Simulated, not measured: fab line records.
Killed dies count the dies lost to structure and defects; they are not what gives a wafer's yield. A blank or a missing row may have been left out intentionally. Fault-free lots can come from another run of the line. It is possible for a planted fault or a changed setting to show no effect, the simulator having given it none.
Problem report in the 8D (eight disciplines) form, filled by code / flow gf180mcu / the parts of the form that need people (team, actions taken, sign-off) are left out

== 1. PROBLEM STATEMENT ==
bias-w at GF_M5_METAL_ETCH_10 reads a mean of 181.2 W on 6 wafers of 2 lots; wafers without a fault read 140.0 W with a standard deviation of 0.46. That is +90 standard deviations from the usual mean.
The step: etches the open film in Cl2/BCl3, stops on SiO2, target depth 750.8 nm, time 125.1 s.
First observed at day 30 18:49: wafer L743.1, on rie-metal-03. At this step, 33 wafers from 11 lots have a number in the record. Rule for "out" (also "out of limits"): further than 4 standard deviations from the usual mean. The rest of the wafers with a number are treated as sound.

== 2. WHAT IT IS, AND WHAT IT ISN'T ==
question=which readings at this step | is=bias-w | is not=drypump-motor-current-A, throttle-valve-pct
question=which lots | is=L743, L744 | is not=L728, L730, L732, L735, L736, L737, L739, L745, L751
question=which wafers of those lots | is=all that have a number | is not=-
question=read on which tools | is=rie-metal-03 | is not=rie-metal-02, rie-metal-04
question=when | is=from day 30 18:49 | is not=up to then (21 sound wafers); but 6 sound wafers of L745, L751 came after

== 3. SUSPECTS, AND WHAT RULES EACH OUT ==
Counting: any tool at a process step up to the reading is kept as a suspect provided that every lot that is out went through it and no sound lot did after the first of them.
- rie-metal-03 at GF_M5_METAL_ETCH_10 (etches the open film in Cl2/BCl3, stops on SiO2, target depth 750.8 nm, time 125.1 s): kept. It ran every lot that is out, first L743 (day 30 18:49), and no sound lot after that; its last sound lot up to then is L737 (day 29 08:19). On those wafers its own readings are out: bias-w.
After counting, what remains is rie-metal-03 at GF_M5_METAL_ETCH_10.

== 4. THE CAUSE (what the simulator had put in) ==
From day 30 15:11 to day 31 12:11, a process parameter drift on rie-metal-03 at GF_M5_METAL_ETCH_10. A move of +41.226 in setting bias-w, from 140. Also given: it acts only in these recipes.
After counting, this tool was the only one left.

== 5. SEQUENCE OF EFFECTS, ordered by route ==
Each row: a reading where the mean over the struck wafers with a number is more than 3 standard deviations away from the usual. Readings are gone through only where the record gives a usual standard deviation; hours: the median, over the lots, of the time from a lot's start at the first step in this table giving one to that lot's start at this step; sigmas: the change measured in usual standard deviations.
hours=0; step=GF_M5_METAL_ETCH_10; reading=bias-w; usual=140.0 W; on struck wafers=181.2; change=+41.2; sigmas=+90
hours=0; step=GF_M5_STRIP_11; reading=strip-time-to-endpoint-s; usual=7.04 s; on struck wafers=6.83; change=-0.21; sigmas=-5.8
It contains these process steps:
- GF_M5_METAL_ETCH_10: etches the open film in Cl2/BCl3, stops on SiO2, target depth 750.8 nm, time 125.1 s.
- GF_M5_STRIP_11: strips in O2/N2.

== 6. HOW IT WOULD HAVE BEEN CAUGHT EARLIER ==
In this record no reading fell out of limits until day 30 18:49, 4 hours after the fault had begun at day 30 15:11.
